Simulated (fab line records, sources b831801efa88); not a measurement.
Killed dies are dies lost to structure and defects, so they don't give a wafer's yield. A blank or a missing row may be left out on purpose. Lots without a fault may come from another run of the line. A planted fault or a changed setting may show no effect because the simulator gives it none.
Chamber matching | flow sky130 | SKY_CONTACT_CMP_27 on cmp-02: 4 sister chambers
The step polishes, stops on SiO2, t overpolish 15 s, target thk 0 nm. 16 wafers are shown with their chamber, then 8 later ones without.

WAFERS WITH THEIR CHAMBER
wafer  | chamber | motor_current_A (A) | time_to_endpoint_s (s) | overpolish_run_s (s)
L521.4 | 2       | 9.1                 | 84                     | 14.981
L521.5 | 1       | 10.6                | 83                     | 15.006
L521.6 | 0       | 12.4                | 86                     | 14.996
L522.2 | 3       | 10.2                | 78                     | 14.993
L522.4 | 2       | 8.8                 | 84                     | 14.996
L522.5 | 2       | 9.0                 | 80                     | 15.003
L524.1 | 1       | 10.8                | 84                     | 15.006
L524.2 | 2       | 8.8                 | 84                     | 15.010
L524.3 | 0       | 12.1                | 91                     | 15.016
L525.3 | 2       | 9.2                 | 86                     | 14.992
L525.4 | 1       | 9.8                 | 83                     | 15.007
L525.6 | 2       | 9.2                 | 84                     | 15.009
L529.1 | 1       | 10.5                | 80                     | 15.012
L529.3 | 3       | 10.1                | 80                     | 14.984
L529.5 | 2       | 9.3                 | 83                     | 14.999
L535.2 | 3       | 10.3                | 75                     | 14.999

SIGNATURES (means of the wafers above)
reading            | chamber 0 | chamber 1 | chamber 2 | chamber 3 | scatter within a chamber
motor_current_A    | 12.250    | 10.425    | 9.057     | 10.200    | 0.269
time_to_endpoint_s | 88.50     | 82.50     | 83.57     | 77.67     | 2.12
overpolish_run_s   | 15.00600  | 15.00775  | 14.99857  | 14.99200  | 0.00893
Rule: a wafer's distance from a chamber is the root of the sum, over the readings, of the square of ((its reading less the chamber's mean) divided by the reading's scatter). The wafer belongs to the nearest chamber; if the next one is less than 2 further off, it can't be placed. The scatter: the root of (the sum of the squares of (reading less its chamber's mean) over the shown wafers, divided by (wafers less chambers)).

WAFERS WITHOUT THEIR CHAMBER
wafer  | motor_current_A (A) | time_to_endpoint_s (s) | overpolish_run_s (s)
L535.4 | 12.4                | 85                     | 14.996
L535.5 | 12.1                | 83                     | 14.998
L539.1 | 10.3                | 78                     | 15.007
L539.5 | 9.2                 | 84                     | 14.993
L539.6 | 11.0                | 76                     | 15.020
L543.1 | 10.5                | 89                     | 14.996
L543.2 | 12.4                | 89                     | 14.996
L543.3 | 9.6                 | 85                     | 15.010

WHICH CHAMBER EACH WENT THROUGH
wafer  | from the rows above     | in truth
L535.4 | 0                       | 0
L535.5 | 0                       | 0
L539.1 | can't be placed: 3 or 1 | 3
L539.5 | 2                       | 2
L539.6 | can't be placed: 1 or 3 | 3
L543.1 | 1                       | 1
L543.2 | 0                       | 0
L543.3 | can't be placed: 2 or 1 | 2
Placed correctly: 5 of 8. Can't be placed from these rows: 3 (the true chamber is among the candidates in 3). Placed wrongly: 0.
